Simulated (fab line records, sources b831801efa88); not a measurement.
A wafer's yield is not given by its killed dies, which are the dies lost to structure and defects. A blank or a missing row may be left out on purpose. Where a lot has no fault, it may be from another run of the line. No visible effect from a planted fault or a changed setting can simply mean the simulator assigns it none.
fab line records    flow sky130
record lots=14  wafers=40  last_day=50
route steps=708 shown METAL1@441 PAD_OPEN@708
lots with no fault: from the same line, run without faults
start_h: hours from the record's first day to the start of the lot's first wafer shown    wait_h: hours elapsed since this lot's preceding step    " as in the row above    L1.1+2: one row covering several wafers at once    - no value, or no start was given    * or withheld: withheld    < > ~ a bound
route shown NAME@n: a module of which the file shows steps, and the number in the route of the first    usual: mean and standard deviation over wafers with no fault    same: alike in all rows    chamber/n: place in a boat    sites: per-site readings    _std_site: standard deviation across them    _edge_site: mean of outer sites minus mean of inner sites    radius_mm: how far each site lies from the wafer's centre    mask NAME#n: copy n    behind: the most recent tool/chamber to have shaped the wafer    hold: cause of the lot's hold/its duration in hours/its outcome    device: whichever transistor did not switch (one of n, p or np)    end of line: the tests these same wafers got at the end of their route    for a step that has no rows: nothing shown but its recipe    killed: dies that structure and defects cost at the first sort, which is not the same as the wafer's yield    map: dies across one wafer; x = killed, . = not, _ = none there
set.NAME: the setting the step ran with; set.NAME@STEP: the setting that earlier step ran with    model.NAME: the simulator's own value behind a step, which no gauge read
route steps across a sampled set of lots; one table per step, one row per wafer
services: a tool's chamber out of use, with start hour (start_h, from the record's first day; less than 0 if before it), hours out, and reason
## steps
# step SKY_METAL1_DEHYDRATE_07
# recipe temp_c=200  time_s=60
# usual heater_power_total_W=160.40/0.13  run_length_s=89.00/0.16
lot.wafer  tool            chamber  start_h  wait_h  heater_power_total_W  run_length_s
L272.3     litho_track-01  0        757.65   14.0    160.54                88.91
L272.5     "               0        "        "       160.35                88.84
L272.6     "               0        "        "       160.28                88.81
L273.1     litho_track-03  0        769.71   11.8    160.32                88.85
L273.4     "               0        "        "       160.18                88.95
L273.6     "               0        "        "       160.26                89.23
L274.3     litho_track-03  0        775.36   11.5    160.40                89.15
L274.5     "               0        "        "       160.42                89.01
L274.6     "               0        "        "       160.35                88.99
L275.1     litho_track-02  0        783.14   12.7    160.56                89.10
L275.3     "               0        "        "       160.33                89.18
L275.4     "               0        "        "       160.65                89.16
L277.2     litho_track-02  0        794.96   11.7    160.39                89.16
L277.3     "               0        "        "       160.47                89.25
L277.4     "               0        "        "       160.31                89.33
L281.1     litho_track-01  0        826.65   11.2    160.35                88.93
L281.4     "               0        "        "       160.22                88.85
L281.6     "               0        "        "       160.40                88.81
L282.2     litho_track-02  0        836.86   12.3    160.28                89.06
L282.5     "               0        "        "       160.35                89.18
L282.6     "               0        "        "       160.36                89.02
L283.1     litho_track-02  0        841.59   12.6    160.56                89.23
L283.6     "               0        "        "       174.35                75.40
L284.1     litho_track-03  0        844.56   13.2    160.38                88.93
L284.3     "               0        "        "       160.32                88.96
L284.5     "               0        "        "       160.43                89.17
L285.1     litho_track-02  0        859.64   11.4    160.51                89.14
L285.4     "               0        "        "       174.30                75.42
L286.1     litho_track-01  0        877.30   12.2    160.21                88.79
L286.3     "               0        "        "       160.29                88.87
L286.6     "               0        "        "       160.42                89.00
L289.2     litho_track-01  0        893.83   12.6    160.34                88.79
L289.4     "               0        "        "       160.38                88.93
L289.6     "               0        "        "       160.56                88.89
L292.2     litho_track-01  0        908.58   11.1    160.32                89.06
L292.3     "               0        "        "       160.49                88.91
L292.6     "               0        "        "       160.36                89.23
L294.2     litho_track-01  0        922.03   12.3    160.40                88.93
L294.3     "               0        "        "       160.44                89.01
L294.6     "               0        "        "       160.44                89.19
# step SKY_PAD_OPEN_PROBE_99
# usual defect_limited_yield=81.9/1.9  killed_at_M0_to_M3=45/7.3  killed_at_M4_up=3.2/1.8  killed_at_contacts=25/5.5  killed_at_front_end=15/4.2  killed_at_other=0.3/0.69  killed_dies=89/9.4  killed_on_rim=17/3.8  killed_open=49/6.6  killed_short=40/6.4  sort_bin_3_pad_short=0.9/0.43  sort_bin_5_function=10.7/1.5  sort_bin_6_memory=6.5/1.2  sort_n_pass=403/9.4  sort_yield_pct=81.9/1.9
# same gross_dies=492  killed_at_back_side=0  sort_bin_4_leakage[%]=0  sort_bin_8_speed[%]=0
lot.wafer  tool       chamber  start_h  wait_h  defect_limited_yield[%]  killed_at_M0_to_M3  killed_at_M4_up  killed_at_contacts  killed_at_front_end  killed_at_other  killed_dies  killed_on_rim  killed_open  killed_short  sort_bin_3_pad_short[%]  sort_bin_5_function[%]  sort_bin_6_memory[%]  sort_n_pass  sort_yield_pct[%]
L272.3     prober-01  -        1081.07  0.2     81.5                     45                  4                27                  15                   0                91           25             43           47            1.6                      10.6                    6.3                   401          81.5
L272.5     prober-01  -        1081.17  0.2     77.6                     60                  3                29                  18                   0                110          22             58           51            1.2                      13.4                    7.7                   382          77.6
L272.6     prober-01  -        1081.22  0.2     82.3                     39                  2                25                  21                   0                87           16             45           41            1.0                      11.6                    5.1                   405          82.3
L275.1     prober-02  -        1100.66  0.1     82.7                     52                  1                20                  12                   0                85           21             46           38            0.6                      11.4                    5.3                   407          82.7
L275.3     prober-02  -        1100.76  0.2     82.9                     36                  5                29                  14                   0                84           13             42           42            0.4                      10.0                    6.7                   408          82.9
L275.4     prober-02  -        1100.81  0.2     83.7                     31                  3                30                  16                   0                80           16             39           41            0.6                      9.1                     6.5                   412          83.7
L281.1     prober-02  -        1132.57  0.1     80.5                     47                  3                29                  16                   1                96           20             57           38            0.8                      12.4                    6.3                   396          80.5
L281.4     prober-02  -        1132.72  0.2     81.3                     53                  3                21                  14                   1                92           16             47           44            0.8                      10.2                    7.7                   400          81.3
L281.6     prober-02  -        1132.82  0.2     80.7                     48                  3                29                  15                   0                95           16             51           43            1.4                      11.2                    6.7                   397          80.7
L284.1     prober-01  -        1145.84  0.1     81.9                     53                  2                21                  13                   0                89           19             47           41            0.8                      10.2                    7.1                   403          81.9
L284.3     prober-01  -        1145.94  0.2     79.5                     47                  3                31                  20                   0                101          24             48           53            0.6                      12.6                    7.3                   391          79.5
L284.5     prober-01  -        1146.04  0.2     81.5                     51                  4                20                  16                   0                91           18             57           34            0.6                      12.2                    5.7                   401          81.5
L285.1     prober-02  -        1159.53  0.1     83.9                     39                  3                22                  15                   0                79           19             38           41            0.8                      9.6                     5.7                   413          83.9
L285.4     prober-02  -        1159.68  0.2     85.2                     35                  3                22                  13                   0                73           14             36           37            1.8                      8.1                     4.9                   419          85.2
L286.1     prober-01  -        1167.76  0.1     83.1                     45                  4                19                  15                   0                83           15             43           40            0.4                      11.2                    5.3                   409          83.1
L286.3     prober-01  -        1167.86  0.2     83.9                     40                  3                22                  13                   1                79           14             40           38            1.4                      9.1                     5.5                   413          83.9
L286.6     prober-01  -        1168.01  0.2     85.6                     33                  3                20                  15                   0                71           12             39           32            0.6                      9.1                     4.7                   421          85.6
L289.2     prober-02  -        1180.16  0.1     82.1                     42                  0                30                  15                   1                88           17             50           38            0.8                      10.2                    6.9                   404          82.1
L289.4     prober-02  -        1180.26  0.2     80.7                     57                  3                19                  16                   0                95           21             48           47            0.8                      13.4                    5.1                   397          80.7
L289.6     prober-02  -        1180.36  0.2     80.5                     49                  3                33                  11                   0                96           14             55           41            0.4                      11.2                    7.9                   396          80.5
L292.2     prober-01  -        1189.63  0.1     83.7                     28                  2                31                  19                   0                80           10             49           30            1.0                      11.2                    4.1                   412          83.7
L292.3     prober-01  -        1189.68  0.2     84.6                     39                  2                18                  16                   1                76           16             50           24            1.0                      8.1                     6.3                   416          84.6
L292.6     prober-01  -        1189.83  0.2     84.3                     44                  3                22                  8                    0                77           18             45           32            0.6                      9.8                     5.3                   415          84.3
L294.2     prober-01  -        1198.56  0.1     81.1                     44                  1                27                  20                   1                93           15             56           37            0.8                      12.6                    5.5                   399          81.1
L294.3     prober-01  -        1198.61  0.2     80.3                     50                  5                21                  21                   0                97           18             50           47            0.2                      12.0                    7.5                   395          80.3
L294.6     prober-01  -        1198.76  0.2     81.5                     46                  2                26                  17                   0                91           21             52           39            0.6                      9.3                     8.5                   401          81.5
# killed by level:class
L272.3 METAL1:geometric_particle:short=10 VIA1:geometric_particle:open=10 CONTACT:geometric_particle:open=9 VIA2:geometric_particle:short=7 LI_CONTACT:geometric_particle:open=5 CONTACT:geometric_particle:short=5 POLY_GATE:geometric_particle:open=4 LI_CONTACT:geometric_particle:short=4
L272.5 VIA1:geometric_particle:open=14 LI_CONTACT:geometric_particle:open=9 CONTACT:geometric_particle:open=8 METAL3:geometric_particle:short=8 FIELD_ISO:geometric_particle:open=7 METAL2:geometric_particle:short=7 CONTACT:geometric_particle:short=6 VIA1:geometric_particle:short=6
L272.6 CONTACT:geometric_particle:open=12 VIA1:geometric_particle:open=12 FIELD_ISO:geometric_particle:open=7 POLY_GATE:geometric_particle:short=7 LI_CONTACT:geometric_particle:open=5 METAL2:geometric_particle:short=5 LI_CONTACT:geometric_particle:short=4 METAL1:geometric_particle:short=4
L275.1 VIA2:geometric_particle:open=12 VIA1:geometric_particle:open=11 METAL2:geometric_particle:short=7 VIA1:geometric_particle:short=6 LI_CONTACT:geometric_particle:open=5 CONTACT:geometric_particle:short=5 CONTACT:geometric_particle:open=5 POLY_GATE:geometric_particle:short=4
L275.3 CONTACT:geometric_particle:open=11 LOCAL_INTERCONNECT:geometric_particle:short=7 VIA2:geometric_particle:open=7 VIA1:geometric_particle:open=6 CONTACT:geometric_particle:short=5 VIA2:geometric_particle:short=5 METAL2:geometric_particle:short=4 LI_CONTACT:geometric_particle:open=4
L275.4 CONTACT:geometric_particle:open=8 VIA1:geometric_particle:open=7 LI_CONTACT:geometric_particle:open=6 CONTACT:geometric_particle:short=6 LOCAL_INTERCONNECT:geometric_particle:short=5 VIA3:geometric_particle:open=5 FIELD_ISO:geometric_particle:short=4 POLY_GATE:geometric_particle:short=4
L281.1 VIA1:geometric_particle:open=16 CONTACT:geometric_particle:open=13 CONTACT:geometric_particle:short=8 METAL2:geometric_particle:short=8 POLY_GATE:geometric_particle:open=7 LI_CONTACT:geometric_particle:open=5 VIA2:geometric_particle:open=5 POLY_GATE:geometric_particle:short=4
L281.4 VIA1:geometric_particle:open=11 METAL2:geometric_particle:short=10 VIA3:geometric_particle:open=8 VIA2:geometric_particle:open=7 LOCAL_INTERCONNECT:geometric_particle:short=6 CONTACT:geometric_particle:open=6 POLY_GATE:geometric_particle:open=5 FIELD_ISO:geometric_particle:short=4
L281.6 CONTACT:geometric_particle:open=10 VIA1:geometric_particle:open=10 LI_CONTACT:geometric_particle:open=9 VIA3:geometric_particle:open=9 VIA2:geometric_particle:open=7 POLY_GATE:geometric_particle:short=5 VIA3:geometric_particle:short=5 LOCAL_INTERCONNECT:geometric_particle:short=5
L284.1 VIA2:geometric_particle:open=11 LI_CONTACT:geometric_particle:open=8 VIA1:geometric_particle:open=8 METAL1:geometric_particle:short=7 CONTACT:geometric_particle:open=6 VIA3:geometric_particle:open=6 METAL2:geometric_particle:short=6 POLY_GATE:geometric_particle:short=5
L284.3 VIA1:geometric_particle:open=10 CONTACT:geometric_particle:open=9 VIA3:geometric_particle:open=9 METAL1:geometric_particle:short=7 FIELD_ISO:geometric_particle:short=6 LOCAL_INTERCONNECT:geometric_particle:short=6 CONTACT:geometric_particle:short=5 POLY_GATE:geometric_particle:short=5
L284.5 VIA1:geometric_particle:open=11 CONTACT:geometric_particle:open=8 METAL2:geometric_particle:short=8 VIA2:geometric_particle:open=8 VIA3:geometric_particle:open=8 LI_CONTACT:geometric_particle:open=6 POLY_GATE:geometric_particle:open=5 METAL1:geometric_particle:open=4
L285.1 LOCAL_INTERCONNECT:geometric_particle:short=9 VIA1:geometric_particle:open=9 VIA2:geometric_particle:open=8 CONTACT:geometric_particle:open=6 POLY_GATE:geometric_particle:short=5 METAL3:geometric_particle:short=5 LI_CONTACT:geometric_particle:open=4 FIELD_ISO:geometric_particle:short=3
L285.4 VIA2:geometric_particle:open=8 CONTACT:geometric_particle:short=7 VIA1:geometric_particle:open=7 LI_CONTACT:geometric_particle:open=5 METAL2:geometric_particle:short=4 POLY_CUT:geometric_particle:open=4 LOCAL_INTERCONNECT:geometric_particle:short=4 METAL1:geometric_particle:short=4
L286.1 VIA1:geometric_particle:open=9 METAL2:geometric_particle:short=8 LI_CONTACT:geometric_particle:open=7 VIA3:geometric_particle:open=7 CONTACT:geometric_particle:open=6 METAL1:geometric_particle:short=6 VIA2:geometric_particle:open=6 VIA1:geometric_particle:short=5
L286.3 LI_CONTACT:geometric_particle:open=9 METAL2:geometric_particle:short=8 VIA1:geometric_particle:open=7 VIA2:geometric_particle:open=7 CONTACT:geometric_particle:open=5 FIELD_ISO:geometric_particle:open=4 FIELD_ISO:geometric_particle:short=4 VIA3:geometric_particle:short=4
L286.6 CONTACT:geometric_particle:open=8 VIA1:geometric_particle:open=6 METAL2:geometric_particle:short=6 VIA3:geometric_particle:open=6 METAL3:geometric_particle:short=5 FIELD_ISO:geometric_particle:open=4 POLY_GATE:geometric_particle:open=4 LI_CONTACT:geometric_particle:short=4
L289.2 CONTACT:geometric_particle:open=10 VIA1:geometric_particle:open=9 LI_CONTACT:geometric_particle:open=8 VIA2:geometric_particle:open=8 CONTACT:geometric_particle:short=6 METAL1:geometric_particle:short=6 FIELD_ISO:geometric_particle:short=5 SPACER:geometric_particle:short=4
L289.4 VIA2:geometric_particle:open=9 VIA1:geometric_particle:open=9 VIA3:geometric_particle:open=9 FIELD_ISO:geometric_particle:short=8 CONTACT:geometric_particle:open=7 METAL2:geometric_particle:short=6 METAL1:geometric_particle:short=5 VIA2:geometric_particle:short=5
L289.6 VIA1:geometric_particle:open=14 CONTACT:geometric_particle:open=11 VIA3:geometric_particle:open=10 CONTACT:geometric_particle:short=8 VIA1:geometric_particle:short=7 LI_CONTACT:geometric_particle:open=7 FIELD_ISO:geometric_particle:open=5 METAL2:geometric_particle:short=4
L292.2 CONTACT:geometric_particle:open=11 VIA2:geometric_particle:open=8 LI_CONTACT:geometric_particle:open=7 LOCAL_INTERCONNECT:geometric_particle:short=7 VIA3:geometric_particle:open=6 FIELD_ISO:geometric_particle:short=5 POLY_GATE:geometric_particle:open=5 CONTACT:geometric_particle:short=4
L292.3 VIA1:geometric_particle:open=11 FIELD_ISO:geometric_particle:open=8 CONTACT:geometric_particle:open=7 METAL1:geometric_particle:short=6 VIA3:geometric_particle:open=6 LI_CONTACT:geometric_particle:open=5 VIA2:geometric_particle:open=5 LOCAL_INTERCONNECT:geometric_particle:short=3
L292.6 VIA3:geometric_particle:open=12 VIA1:geometric_particle:open=8 LI_CONTACT:geometric_particle:open=7 VIA1:geometric_particle:short=7 METAL1:geometric_particle:short=5 METAL2:geometric_particle:short=5 FIELD_ISO:geometric_particle:open=4 CONTACT:geometric_particle:short=4
L294.2 LI_CONTACT:geometric_particle:open=11 VIA1:geometric_particle:short=8 CONTACT:geometric_particle:open=8 VIA1:geometric_particle:open=7 VIA3:geometric_particle:open=6 FIELD_ISO:geometric_particle:short=5 POLY_GATE:geometric_particle:open=5 METAL2:geometric_particle:short=4
L294.3 VIA1:geometric_particle:open=10 LI_CONTACT:geometric_particle:open=8 METAL2:geometric_particle:short=8 CONTACT:geometric_particle:open=7 VIA1:geometric_particle:short=7 VIA2:geometric_particle:open=6 VIA3:geometric_particle:open=5 FIELD_ISO:geometric_particle:open=4
L294.6 CONTACT:geometric_particle:open=12 VIA2:geometric_particle:open=8 METAL3:geometric_particle:short=7 LI_CONTACT:geometric_particle:open=7 VIA3:geometric_particle:open=7 VIA1:geometric_particle:open=7 POLY_GATE:geometric_particle:open=5 METAL2:geometric_particle:short=4
## services
tool            chamber  start_h  hours  kind
litho_track-03  -        875.04   -      consumable_replace:filter
## key
first_sign step=SKY_METAL1_DEHYDRATE_07  reading=heater_power_total_W  direction=up  sigmas=99+  usual=*  struck=*
effect step=SKY_METAL1_DEHYDRATE_07  reading=run_length_s  direction=down  sigmas=85  usual=*  struck=*
met_at SKY_METAL1_DEHYDRATE_07
struck_lots L283,L285
struck_wafers L283.6,L285.4
onset_between 836.86 841.59
fault kind=process_parameter_drift  tool=litho_track-02  chamber=-  onset_h=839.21  steps=SKY_METAL1_DEHYDRATE_07  channel=time_s  offset=*  shape=step  end_h=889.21  scope=struck_wafers_only  acts_in=*  stated=*
